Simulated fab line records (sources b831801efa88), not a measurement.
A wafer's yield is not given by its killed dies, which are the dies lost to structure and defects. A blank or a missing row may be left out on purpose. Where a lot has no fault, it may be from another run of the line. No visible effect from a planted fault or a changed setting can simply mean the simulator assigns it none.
Chamber matching ; flow sky130 ; 4 sister chambers for SKY_VIA2_ETCH_14 on rie diel-03
The step etches BARC in N2/H2, stops on SiO2, time 45.9 s, target depth 60 nm. 4 wafers are shown with their chamber, then 9 later ones without.

EACH WAFER AND ITS CHAMBER
wafer;chamber;drypump motor current A (A)
L085.1;0;5.1
L085.3;1;5.0
L085.5;2;5.7
L085.6;3;5.3

WAFERS WITHOUT THEIR CHAMBER
wafer;drypump motor current A (A)
L089.4;5.3
L089.5;5.8
L089.6;5.0
L093.3;5.7
L093.5;5.3
L093.6;5.8
L094.2;5.1
L094.3;5.2
L094.4;5.0

THE CHAMBER EACH PASSED THROUGH
wafer;from the rows above;in truth
L089.4;3;3
L089.5;2;2
L089.6;can't be placed: 1 or 0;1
L093.3;2;2
L093.5;3;3
L093.6;2;2
L094.2;can't be placed: 0 or 1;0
L094.3;can't be placed: 3 or 0 or 1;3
L094.4;can't be placed: 1 or 0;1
Correctly placed: 5 of 9. Can't be placed from these rows: 4 (the true chamber is among the candidates in 4). Wrongly placed: 0.
How it was worked out, from the rows above alone: a wafer's distance from a chamber is the root of the sum, over the readings, of the square of ((its reading less the chamber's mean) divided by the reading's scatter). If the next closest chamber is less than 2 further off than the closest, the wafer can't be placed; otherwise it belongs to the closest. Each chamber's mean is taken over the wafers shown for it. The scatter (one wafer shown for each chamber): square how far every hidden wafer sits from the nearest shown wafer, average those squares and take the square root.
